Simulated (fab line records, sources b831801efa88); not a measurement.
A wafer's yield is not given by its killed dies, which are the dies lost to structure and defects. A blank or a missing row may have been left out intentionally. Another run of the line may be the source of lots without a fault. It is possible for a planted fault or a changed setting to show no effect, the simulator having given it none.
fab line records || flow sky130 || part 2 of 2: steps 31 to 39 of 39
record {"lots": 5, "wafers": 15, "lastDay": 50}
route steps=708 shown POLY_GATE@217 LDD_N@237 LDD_P@255
lots with no fault: from the same line, run without faults
startH: start of the lot's first displayed wafer, in hours after the record's first day || waitH: hours since the lot's step before || " the same as in the row above || L1.1+2: several wafers, shown together as one row || - either no value or no given start || * or withheld: withheld || < > ~ a bound
route shown NAME@n: NAME is a module with steps in the file, n the number in the route of the first one || usual: the fault-free wafers' mean and standard deviation || same: alike in all rows || chamber/n: place in a boat || sites: the reading at each site || _std_site: their standard deviation || _edge_site: the outer-site mean with the inner-site mean subtracted || radiusMm: for every site, how far away it sits from the centre of the wafer || mask NAME#n: copy n || behind: the tool/chamber that last shaped the wafer || hold: why the lot was held/for how many hours/how that ended || device: the n, p or np transistor that did not switch || end of line: at the end of the route, the tests of the same wafers || where a step has no rows: the recipe by itself || killed: dies lost to structure and defects at the first sort, not the wafer's yield || map: shows each die of a wafer: x if killed, . if not, _ if none is there
set.NAME: the setting that was run; set.NAME@STEP: the one run at that earlier step || model.NAME: the simulator's own value behind a step, which no gauge read
lots at some steps of the route; a table a step, a row a wafer
services: a tool's chamber out of use, with start hour (startH, from the record's first day; less than 0 if before it), hours out, and reason
## steps
# step SKY_LDD_N_IMPLANT_10
# recipe {"species": "As", "energyKev": 20, "doseCm2": 7.5e+13, "tiltDeg": "withheld", "rotationDeg": 203}
# usual {"endStationPressureTorr": "5.3e-06/2.6e-07"}
{"lot.wafer": "L081.3", "tool": "implanter-01", "chamber": 0, "startH": 480.82, "waitH": 0.1, "endStationPressureTorr": 5.15e-06}
{"lot.wafer": "L081.4", "tool": "implanter-01", "chamber": 0, "startH": 480.82, "waitH": 0.1, "endStationPressureTorr": 5.53e-06}
{"lot.wafer": "L081.5", "tool": "implanter-01", "chamber": 0, "startH": 480.82, "waitH": 0.1, "endStationPressureTorr": 5.23e-06}
{"lot.wafer": "L082.4", "tool": "implanter-01", "chamber": 0, "startH": 482.46, "waitH": 0.1, "endStationPressureTorr": 5.52e-06}
{"lot.wafer": "L082.5", "tool": "implanter-01", "chamber": 0, "startH": 482.46, "waitH": 0.1, "endStationPressureTorr": 5.09e-06}
{"lot.wafer": "L082.6", "tool": "implanter-01", "chamber": 0, "startH": 482.46, "waitH": 0.1, "endStationPressureTorr": 5.21e-06}
{"lot.wafer": "L083.1", "tool": "implanter-02", "chamber": 0, "startH": 491.95, "waitH": 0.1, "endStationPressureTorr": 5.16e-06}
{"lot.wafer": "L083.2", "tool": "implanter-02", "chamber": 0, "startH": 491.95, "waitH": 0.1, "endStationPressureTorr": 5.6e-06}
{"lot.wafer": "L083.6", "tool": "implanter-02", "chamber": 0, "startH": 491.95, "waitH": 0.1, "endStationPressureTorr": 5.17e-06}
{"lot.wafer": "L090.4", "tool": "implanter-02", "chamber": 0, "startH": 552.51, "waitH": 0.1, "endStationPressureTorr": 5.06e-06}
{"lot.wafer": "L090.5", "tool": "implanter-02", "chamber": 0, "startH": 552.51, "waitH": 0.1, "endStationPressureTorr": 5.61e-06}
{"lot.wafer": "L090.6", "tool": "implanter-02", "chamber": 0, "startH": 552.51, "waitH": 0.1, "endStationPressureTorr": 5.65e-06}
{"lot.wafer": "L094.2", "tool": "implanter-04", "chamber": 0, "startH": 593.41, "waitH": 0.1, "endStationPressureTorr": 5.21e-06}
{"lot.wafer": "L094.3", "tool": "implanter-04", "chamber": 0, "startH": 593.41, "waitH": 0.1, "endStationPressureTorr": 5.38e-06}
{"lot.wafer": "L094.6", "tool": "implanter-04", "chamber": 0, "startH": 593.41, "waitH": 0.1, "endStationPressureTorr": 5.51e-06}
# step SKY_LDD_N_IMPLANT_11
# recipe {"species": "As", "energyKev": 20, "doseCm2": 7.5e+13, "tiltDeg": "withheld", "rotationDeg": 293}
# usual {"endStationPressureTorr": "5.34e-06/2.7e-07"}
{"lot.wafer": "L081.3", "tool": "implanter-01", "chamber": 0, "startH": 480.97, "waitH": 0.1, "endStationPressureTorr": 5.77e-06}
{"lot.wafer": "L081.4", "tool": "implanter-01", "chamber": 0, "startH": 480.97, "waitH": 0.1, "endStationPressureTorr": 5.66e-06}
{"lot.wafer": "L081.5", "tool": "implanter-01", "chamber": 0, "startH": 480.97, "waitH": 0.1, "endStationPressureTorr": 5.23e-06}
{"lot.wafer": "L082.4", "tool": "implanter-01", "chamber": 0, "startH": 482.61, "waitH": 0.1, "endStationPressureTorr": 5.62e-06}
{"lot.wafer": "L082.5", "tool": "implanter-01", "chamber": 0, "startH": 482.61, "waitH": 0.1, "endStationPressureTorr": 5.44e-06}
{"lot.wafer": "L082.6", "tool": "implanter-01", "chamber": 0, "startH": 482.61, "waitH": 0.1, "endStationPressureTorr": 5.19e-06}
{"lot.wafer": "L083.1", "tool": "implanter-02", "chamber": 0, "startH": 492.10, "waitH": 0.1, "endStationPressureTorr": 5.64e-06}
{"lot.wafer": "L083.2", "tool": "implanter-02", "chamber": 0, "startH": 492.10, "waitH": 0.1, "endStationPressureTorr": 4.94e-06}
{"lot.wafer": "L083.6", "tool": "implanter-02", "chamber": 0, "startH": 492.10, "waitH": 0.1, "endStationPressureTorr": 5.19e-06}
{"lot.wafer": "L090.4", "tool": "implanter-02", "chamber": 0, "startH": 552.66, "waitH": 0.1, "endStationPressureTorr": 5.07e-06}
{"lot.wafer": "L090.5", "tool": "implanter-02", "chamber": 0, "startH": 552.66, "waitH": 0.1, "endStationPressureTorr": 5.16e-06}
{"lot.wafer": "L090.6", "tool": "implanter-02", "chamber": 0, "startH": 552.66, "waitH": 0.1, "endStationPressureTorr": 5.47e-06}
{"lot.wafer": "L094.2", "tool": "implanter-04", "chamber": 0, "startH": 593.56, "waitH": 0.1, "endStationPressureTorr": 5.28e-06}
{"lot.wafer": "L094.3", "tool": "implanter-04", "chamber": 0, "startH": 593.56, "waitH": 0.1, "endStationPressureTorr": 5.03e-06}
{"lot.wafer": "L094.6", "tool": "implanter-04", "chamber": 0, "startH": 593.56, "waitH": 0.1, "endStationPressureTorr": 5.25e-06}
# step SKY_LDD_N_IMPLANT_12
# recipe {"species": "BF2", "energyKev": 50, "doseCm2": 5e+12, "tiltDeg": 30, "rotationDeg": 0}
# usual {"endStationPressureTorr": "5.04e-06/2.6e-07"}
{"lot.wafer": "L081.3", "tool": "implanter-01", "chamber": 0, "startH": 481.12, "waitH": 0.1, "endStationPressureTorr": 5.26e-06}
{"lot.wafer": "L081.4", "tool": "implanter-01", "chamber": 0, "startH": 481.12, "waitH": 0.1, "endStationPressureTorr": 5.21e-06}
{"lot.wafer": "L081.5", "tool": "implanter-01", "chamber": 0, "startH": 481.12, "waitH": 0.1, "endStationPressureTorr": 4.67e-06}
{"lot.wafer": "L082.4", "tool": "implanter-01", "chamber": 0, "startH": 482.76, "waitH": 0.1, "endStationPressureTorr": 5.08e-06}
{"lot.wafer": "L082.5", "tool": "implanter-01", "chamber": 0, "startH": 482.76, "waitH": 0.1, "endStationPressureTorr": 5.25e-06}
{"lot.wafer": "L082.6", "tool": "implanter-01", "chamber": 0, "startH": 482.76, "waitH": 0.1, "endStationPressureTorr": 5.31e-06}
{"lot.wafer": "L083.1", "tool": "implanter-02", "chamber": 0, "startH": 492.25, "waitH": 0.1, "endStationPressureTorr": 5.38e-06}
{"lot.wafer": "L083.2", "tool": "implanter-02", "chamber": 0, "startH": 492.25, "waitH": 0.1, "endStationPressureTorr": 5.5e-06}
{"lot.wafer": "L083.6", "tool": "implanter-02", "chamber": 0, "startH": 492.25, "waitH": 0.1, "endStationPressureTorr": 5.41e-06}
{"lot.wafer": "L090.4", "tool": "implanter-02", "chamber": 0, "startH": 552.81, "waitH": 0.1, "endStationPressureTorr": 5.35e-06}
{"lot.wafer": "L090.5", "tool": "implanter-02", "chamber": 0, "startH": 552.81, "waitH": 0.1, "endStationPressureTorr": 4.84e-06}
{"lot.wafer": "L090.6", "tool": "implanter-02", "chamber": 0, "startH": 552.81, "waitH": 0.1, "endStationPressureTorr": 4.79e-06}
{"lot.wafer": "L094.2", "tool": "implanter-04", "chamber": 0, "startH": 593.71, "waitH": 0.1, "endStationPressureTorr": 5.12e-06}
{"lot.wafer": "L094.3", "tool": "implanter-04", "chamber": 0, "startH": 593.71, "waitH": 0.1, "endStationPressureTorr": 5.02e-06}
{"lot.wafer": "L094.6", "tool": "implanter-04", "chamber": 0, "startH": 593.71, "waitH": 0.1, "endStationPressureTorr": 5.04e-06}
# step SKY_LDD_N_IMPLANT_13
# recipe {"species": "BF2", "energyKev": 50, "doseCm2": 5e+12, "tiltDeg": 30, "rotationDeg": 90}
# usual {"endStationPressureTorr": "5.04e-06/2.5e-07"}
{"lot.wafer": "L081.3", "tool": "implanter-01", "chamber": 0, "startH": 481.27, "waitH": 0.1, "endStationPressureTorr": 5.25e-06}
{"lot.wafer": "L081.4", "tool": "implanter-01", "chamber": 0, "startH": 481.27, "waitH": 0.1, "endStationPressureTorr": 5.29e-06}
{"lot.wafer": "L081.5", "tool": "implanter-01", "chamber": 0, "startH": 481.27, "waitH": 0.1, "endStationPressureTorr": 4.55e-06}
{"lot.wafer": "L082.4", "tool": "implanter-01", "chamber": 0, "startH": 482.91, "waitH": 0.1, "endStationPressureTorr": 4.89e-06}
{"lot.wafer": "L082.5", "tool": "implanter-01", "chamber": 0, "startH": 482.91, "waitH": 0.1, "endStationPressureTorr": 4.83e-06}
{"lot.wafer": "L082.6", "tool": "implanter-01", "chamber": 0, "startH": 482.91, "waitH": 0.1, "endStationPressureTorr": 5.07e-06}
{"lot.wafer": "L083.1", "tool": "implanter-02", "chamber": 0, "startH": 492.40, "waitH": 0.1, "endStationPressureTorr": 5.14e-06}
{"lot.wafer": "L083.2", "tool": "implanter-02", "chamber": 0, "startH": 492.40, "waitH": 0.1, "endStationPressureTorr": 4.75e-06}
{"lot.wafer": "L083.6", "tool": "implanter-02", "chamber": 0, "startH": 492.40, "waitH": 0.1, "endStationPressureTorr": 5.23e-06}
{"lot.wafer": "L090.4", "tool": "implanter-02", "chamber": 0, "startH": 552.96, "waitH": 0.1, "endStationPressureTorr": 5.1e-06}
{"lot.wafer": "L090.5", "tool": "implanter-02", "chamber": 0, "startH": 552.96, "waitH": 0.1, "endStationPressureTorr": 5.13e-06}
{"lot.wafer": "L090.6", "tool": "implanter-02", "chamber": 0, "startH": 552.96, "waitH": 0.1, "endStationPressureTorr": 5.15e-06}
{"lot.wafer": "L094.2", "tool": "implanter-04", "chamber": 0, "startH": 593.86, "waitH": 0.1, "endStationPressureTorr": 5.09e-06}
{"lot.wafer": "L094.3", "tool": "implanter-04", "chamber": 0, "startH": 593.86, "waitH": 0.1, "endStationPressureTorr": 5.32e-06}
{"lot.wafer": "L094.6", "tool": "implanter-04", "chamber": 0, "startH": 593.86, "waitH": 0.1, "endStationPressureTorr": 5.38e-06}
# step SKY_LDD_N_IMPLANT_14
# recipe {"species": "BF2", "energyKev": 50, "doseCm2": 5e+12, "tiltDeg": 30, "rotationDeg": 180}
# usual {"endStationPressureTorr": "5.01e-06/2.8e-07"}
{"lot.wafer": "L081.3", "tool": "implanter-01", "chamber": 0, "startH": 481.42, "waitH": 0.1, "endStationPressureTorr": 4.75e-06}
{"lot.wafer": "L081.4", "tool": "implanter-01", "chamber": 0, "startH": 481.42, "waitH": 0.1, "endStationPressureTorr": 5.01e-06}
{"lot.wafer": "L081.5", "tool": "implanter-01", "chamber": 0, "startH": 481.42, "waitH": 0.1, "endStationPressureTorr": 4.51e-06}
{"lot.wafer": "L082.4", "tool": "implanter-01", "chamber": 0, "startH": 483.06, "waitH": 0.1, "endStationPressureTorr": 4.89e-06}
{"lot.wafer": "L082.5", "tool": "implanter-01", "chamber": 0, "startH": 483.06, "waitH": 0.1, "endStationPressureTorr": 5.12e-06}
{"lot.wafer": "L082.6", "tool": "implanter-01", "chamber": 0, "startH": 483.06, "waitH": 0.1, "endStationPressureTorr": 4.27e-06}
{"lot.wafer": "L083.1", "tool": "implanter-02", "chamber": 0, "startH": 492.55, "waitH": 0.1, "endStationPressureTorr": 4.61e-06}
{"lot.wafer": "L083.2", "tool": "implanter-02", "chamber": 0, "startH": 492.55, "waitH": 0.1, "endStationPressureTorr": 5.12e-06}
{"lot.wafer": "L083.6", "tool": "implanter-02", "chamber": 0, "startH": 492.55, "waitH": 0.1, "endStationPressureTorr": 5.34e-06}
{"lot.wafer": "L090.4", "tool": "implanter-02", "chamber": 0, "startH": 553.11, "waitH": 0.1, "endStationPressureTorr": 5.41e-06}
{"lot.wafer": "L090.5", "tool": "implanter-02", "chamber": 0, "startH": 553.11, "waitH": 0.1, "endStationPressureTorr": 5.17e-06}
{"lot.wafer": "L090.6", "tool": "implanter-02", "chamber": 0, "startH": 553.11, "waitH": 0.1, "endStationPressureTorr": 4.45e-06}
{"lot.wafer": "L094.2", "tool": "implanter-04", "chamber": 0, "startH": 594.01, "waitH": 0.1, "endStationPressureTorr": 5.9e-06}
{"lot.wafer": "L094.3", "tool": "implanter-04", "chamber": 0, "startH": 594.01, "waitH": 0.1, "endStationPressureTorr": 5.16e-06}
{"lot.wafer": "L094.6", "tool": "implanter-04", "chamber": 0, "startH": 594.01, "waitH": 0.1, "endStationPressureTorr": 4.85e-06}
# step SKY_LDD_N_IMPLANT_15
# recipe {"species": "BF2", "energyKev": 50, "doseCm2": 5e+12, "tiltDeg": 30, "rotationDeg": 270}
# usual {"endStationPressureTorr": "5e-06/2.6e-07"}
{"lot.wafer": "L081.3", "tool": "implanter-01", "chamber": 0, "startH": 481.57, "waitH": 0.1, "endStationPressureTorr": 5.41e-06}
{"lot.wafer": "L081.4", "tool": "implanter-01", "chamber": 0, "startH": 481.57, "waitH": 0.1, "endStationPressureTorr": 4.72e-06}
{"lot.wafer": "L081.5", "tool": "implanter-01", "chamber": 0, "startH": 481.57, "waitH": 0.1, "endStationPressureTorr": 5.24e-06}
{"lot.wafer": "L082.4", "tool": "implanter-01", "chamber": 0, "startH": 483.21, "waitH": 0.1, "endStationPressureTorr": 5e-06}
{"lot.wafer": "L082.5", "tool": "implanter-01", "chamber": 0, "startH": 483.21, "waitH": 0.1, "endStationPressureTorr": 5.26e-06}
{"lot.wafer": "L082.6", "tool": "implanter-01", "chamber": 0, "startH": 483.21, "waitH": 0.1, "endStationPressureTorr": 4.74e-06}
{"lot.wafer": "L083.1", "tool": "implanter-02", "chamber": 0, "startH": 492.70, "waitH": 0.1, "endStationPressureTorr": 4.81e-06}
{"lot.wafer": "L083.2", "tool": "implanter-02", "chamber": 0, "startH": 492.70, "waitH": 0.1, "endStationPressureTorr": 4.93e-06}
{"lot.wafer": "L083.6", "tool": "implanter-02", "chamber": 0, "startH": 492.70, "waitH": 0.1, "endStationPressureTorr": 5.41e-06}
{"lot.wafer": "L090.4", "tool": "implanter-02", "chamber": 0, "startH": 553.26, "waitH": 0.1, "endStationPressureTorr": 5.25e-06}
{"lot.wafer": "L090.5", "tool": "implanter-02", "chamber": 0, "startH": 553.26, "waitH": 0.1, "endStationPressureTorr": 4.81e-06}
{"lot.wafer": "L090.6", "tool": "implanter-02", "chamber": 0, "startH": 553.26, "waitH": 0.1, "endStationPressureTorr": 4.96e-06}
{"lot.wafer": "L094.2", "tool": "implanter-04", "chamber": 0, "startH": 594.16, "waitH": 0.1, "endStationPressureTorr": 5.06e-06}
{"lot.wafer": "L094.3", "tool": "implanter-04", "chamber": 0, "startH": 594.16, "waitH": 0.1, "endStationPressureTorr": 5.2e-06}
{"lot.wafer": "L094.6", "tool": "implanter-04", "chamber": 0, "startH": 594.16, "waitH": 0.1, "endStationPressureTorr": 4.92e-06}
# step SKY_LDD_N_STRIP_16
# recipe {"chemistry": "O2/N2", "powerW": 1400, "pressureMtorr": 1500, "platenTempC": "withheld", "o2FlowSccm": 3000, "n2FlowSccm": 300, "overashFraction": 0.5}
# usual {"drypumpMotorCurrentA": "5.7/0.45", "oesProductAu": "0.407/0.0046", "stripTimeToEndpointS": "4.320/0.016"}
{"lot.wafer": "L081.3", "tool": "plasmaAsher-01", "chamber": 1, "startH": 481.70, "waitH": 0.1, "drypumpMotorCurrentA": 6.1, "oesProductAu": 0.400, "rfHoursCounterH": "-", "stripTimeToEndpointS": 4.299}
{"lot.wafer": "L081.4", "tool": "plasmaAsher-01", "chamber": 0, "startH": 481.70, "waitH": 0.1, "drypumpMotorCurrentA": 5.4, "oesProductAu": 0.412, "rfHoursCounterH": "-", "stripTimeToEndpointS": 4.287}
{"lot.wafer": "L081.5", "tool": "plasmaAsher-01", "chamber": 0, "startH": 481.70, "waitH": 0.1, "drypumpMotorCurrentA": 5.3, "oesProductAu": 0.409, "rfHoursCounterH": "-", "stripTimeToEndpointS": 4.296}
{"lot.wafer": "L082.4", "tool": "plasmaAsher-02", "chamber": 0, "startH": 483.32, "waitH": 0.1, "drypumpMotorCurrentA": 5.3, "oesProductAu": 0.410, "rfHoursCounterH": "-", "stripTimeToEndpointS": 4.337}
{"lot.wafer": "L082.5", "tool": "plasmaAsher-02", "chamber": 0, "startH": 483.32, "waitH": 0.1, "drypumpMotorCurrentA": 5.3, "oesProductAu": 0.418, "rfHoursCounterH": "-", "stripTimeToEndpointS": 4.349}
{"lot.wafer": "L082.6", "tool": "plasmaAsher-02", "chamber": 1, "startH": 483.32, "waitH": 0.1, "drypumpMotorCurrentA": 6.3, "oesProductAu": 0.410, "rfHoursCounterH": "-", "stripTimeToEndpointS": 4.339}
{"lot.wafer": "L083.1", "tool": "plasmaAsher-03", "chamber": 1, "startH": 492.85, "waitH": 0.1, "drypumpMotorCurrentA": 5.1, "oesProductAu": 0.403, "rfHoursCounterH": 37, "stripTimeToEndpointS": 4.321}
{"lot.wafer": "L083.2", "tool": "plasmaAsher-03", "chamber": 0, "startH": 492.85, "waitH": 0.1, "drypumpMotorCurrentA": 5.6, "oesProductAu": 0.410, "rfHoursCounterH": 37, "stripTimeToEndpointS": 4.312}
{"lot.wafer": "L083.6", "tool": "plasmaAsher-03", "chamber": 1, "startH": 492.85, "waitH": 0.1, "drypumpMotorCurrentA": 5.1, "oesProductAu": 0.421, "rfHoursCounterH": "-", "stripTimeToEndpointS": 4.306}
{"lot.wafer": "L090.4", "tool": "plasmaAsher-02", "chamber": 0, "startH": 553.37, "waitH": 0.1, "drypumpMotorCurrentA": 5.3, "oesProductAu": 0.409, "rfHoursCounterH": "-", "stripTimeToEndpointS": 4.317}
{"lot.wafer": "L090.5", "tool": "plasmaAsher-02", "chamber": 1, "startH": 553.37, "waitH": 0.1, "drypumpMotorCurrentA": 6.3, "oesProductAu": 0.405, "rfHoursCounterH": "-", "stripTimeToEndpointS": 4.312}
{"lot.wafer": "L090.6", "tool": "plasmaAsher-02", "chamber": 0, "startH": 553.37, "waitH": 0.1, "drypumpMotorCurrentA": 5.3, "oesProductAu": 0.399, "rfHoursCounterH": "-", "stripTimeToEndpointS": 4.315}
{"lot.wafer": "L094.2", "tool": "plasmaAsher-02", "chamber": 1, "startH": 594.28, "waitH": 0.1, "drypumpMotorCurrentA": 6.4, "oesProductAu": 0.418, "rfHoursCounterH": 81, "stripTimeToEndpointS": 4.350}
{"lot.wafer": "L094.3", "tool": "plasmaAsher-02", "chamber": 1, "startH": 594.28, "waitH": 0.1, "drypumpMotorCurrentA": 6.3, "oesProductAu": 0.403, "rfHoursCounterH": "-", "stripTimeToEndpointS": 4.329}
{"lot.wafer": "L094.6", "tool": "plasmaAsher-02", "chamber": 0, "startH": 594.28, "waitH": 0.1, "drypumpMotorCurrentA": 5.3, "oesProductAu": 0.404, "rfHoursCounterH": "-", "stripTimeToEndpointS": 4.351}
# step SKY_LDD_N_TW_MEAS_17
# usual {"LDD_N_TW": "2595/21"}
{"lot.wafer": "L081.3", "tool": "filmMetro-04", "chamber": "-", "startH": 481.79, "waitH": 0.1, "LDD_N_TW": 2585}
{"lot.wafer": "L081.4", "tool": "filmMetro-04", "chamber": "-", "startH": 481.79, "waitH": 0.1, "LDD_N_TW": 2594}
{"lot.wafer": "L081.5", "tool": "filmMetro-04", "chamber": "-", "startH": 481.79, "waitH": 0.1, "LDD_N_TW": 2606}
{"lot.wafer": "L082.4", "tool": "filmMetro-03", "chamber": "-", "startH": 483.41, "waitH": 0.1, "LDD_N_TW": 2642}
{"lot.wafer": "L082.5", "tool": "filmMetro-03", "chamber": "-", "startH": 483.41, "waitH": 0.1, "LDD_N_TW": 2639}
{"lot.wafer": "L082.6", "tool": "filmMetro-03", "chamber": "-", "startH": 483.41, "waitH": 0.1, "LDD_N_TW": 2625}
{"lot.wafer": "L083.1", "tool": "filmMetro-04", "chamber": "-", "startH": 492.95, "waitH": 0.1, "LDD_N_TW": 2613}
{"lot.wafer": "L083.2", "tool": "filmMetro-04", "chamber": "-", "startH": 492.95, "waitH": 0.1, "LDD_N_TW": 2610}
{"lot.wafer": "L083.6", "tool": "filmMetro-04", "chamber": "-", "startH": 492.95, "waitH": 0.1, "LDD_N_TW": 2596}
{"lot.wafer": "L090.4", "tool": "filmMetro-04", "chamber": "-", "startH": 553.46, "waitH": 0.1, "LDD_N_TW": 2593}
{"lot.wafer": "L090.5", "tool": "filmMetro-04", "chamber": "-", "startH": 553.46, "waitH": 0.1, "LDD_N_TW": 2594}
{"lot.wafer": "L090.6", "tool": "filmMetro-04", "chamber": "-", "startH": 553.46, "waitH": 0.1, "LDD_N_TW": 2600}
{"lot.wafer": "L094.2", "tool": "filmMetro-02", "chamber": "-", "startH": 594.39, "waitH": 0.1, "LDD_N_TW": 2553}
{"lot.wafer": "L094.3", "tool": "filmMetro-02", "chamber": "-", "startH": 594.39, "waitH": 0.1, "LDD_N_TW": 2559}
{"lot.wafer": "L094.6", "tool": "filmMetro-02", "chamber": "-", "startH": 594.39, "waitH": 0.1, "LDD_N_TW": 2559}
# step SKY_LDD_P_DEHYDRATE_00
# recipe {"tempC": 200, "timeS": 60}
{"lot.wafer": "L081.3+4+5", "tool": "lithoTrack-04", "chamber": 0, "startH": 496.83, "waitH": 15.0}
{"lot.wafer": "L082.4+5+6", "tool": "lithoTrack-02", "chamber": 0, "startH": 498.50, "waitH": 15.1}
{"lot.wafer": "L083.1+2+6", "tool": "lithoTrack-04", "chamber": 0, "startH": 507.58, "waitH": 14.6}
{"lot.wafer": "L090.4+5+6", "tool": "lithoTrack-01", "chamber": 0, "startH": 568.12, "waitH": 14.6}
{"lot.wafer": "L094.2+3+6", "tool": "lithoTrack-04", "chamber": 0, "startH": 608.91, "waitH": 14.5}
## services
{"tool": "implanter-02", "chamber": "-", "startH": 392.22, "hours": 4.8, "kind": "repair"}
{"tool": "rieDiel-02", "chamber": "-", "startH": 392.64, "hours": 0.3, "kind": "repair"}
{"tool": "rieSi-02", "chamber": 0, "startH": 401.30, "hours": 5.4, "kind": "repair"}
{"tool": "rieSi-02", "chamber": 2, "startH": 409.21, "hours": 14.0, "kind": "repair"}
{"tool": "implanter-04", "chamber": "-", "startH": 419.71, "hours": 4.8, "kind": "repair"}
{"tool": "plasmaAsher-01", "chamber": "-", "startH": 421.29, "hours": 9.0, "kind": "pm"}
{"tool": "rieDiel-02", "chamber": 3, "startH": 424.73, "hours": 4.0, "kind": "repair"}
{"tool": "rieDiel-03", "chamber": 1, "startH": 429.55, "hours": 1.6, "kind": "repair"}
{"tool": "implanter-01", "chamber": "-", "startH": 431.34, "hours": 1.6, "kind": "pm"}
{"tool": "ilineStepper-02", "chamber": "-", "startH": 439.26, "hours": 4.4, "kind": "pm"}
{"tool": "rieDiel-02", "chamber": 2, "startH": 455.67, "hours": 9.0, "kind": "repair"}
{"tool": "rieDiel-02", "chamber": 0, "startH": 474.45, "hours": 3.8, "kind": "repair"}
{"tool": "implanter-01", "chamber": "-", "startH": 483.29, "hours": 4.3, "kind": "pm"}
{"tool": "rieSi-02", "chamber": "-", "startH": 489.60, "hours": 23.7, "kind": "repair"}
{"tool": "rieDiel-03", "chamber": 1, "startH": 512.69, "hours": 6.5, "kind": "repair"}
{"tool": "plasmaAsher-01", "chamber": "-", "startH": 520.56, "hours": 3.8, "kind": "repair"}
{"tool": "implanter-01", "chamber": "-", "startH": 522.02, "hours": 2.6, "kind": "repair"}
{"tool": "furnace-02", "chamber": "-", "startH": 523.76, "hours": 3.5, "kind": "pm"}
{"tool": "lpcvd-02", "chamber": "-", "startH": 533.59, "hours": 4.3, "kind": "pm"}
{"tool": "implanter-01", "chamber": "-", "startH": 549.27, "hours": 2.1, "kind": "repair"}
{"tool": "rieSi-02", "chamber": "-", "startH": 554.23, "hours": 0.4, "kind": "repair"}
{"tool": "implanter-01", "chamber": "-", "startH": 556.24, "hours": 2.5, "kind": "repair"}
{"tool": "implanter-01", "chamber": "-", "startH": 565.66, "hours": 2.5, "kind": "repair"}
{"tool": "implanter-02", "chamber": "-", "startH": 593.64, "hours": 5.1, "kind": "pm"}
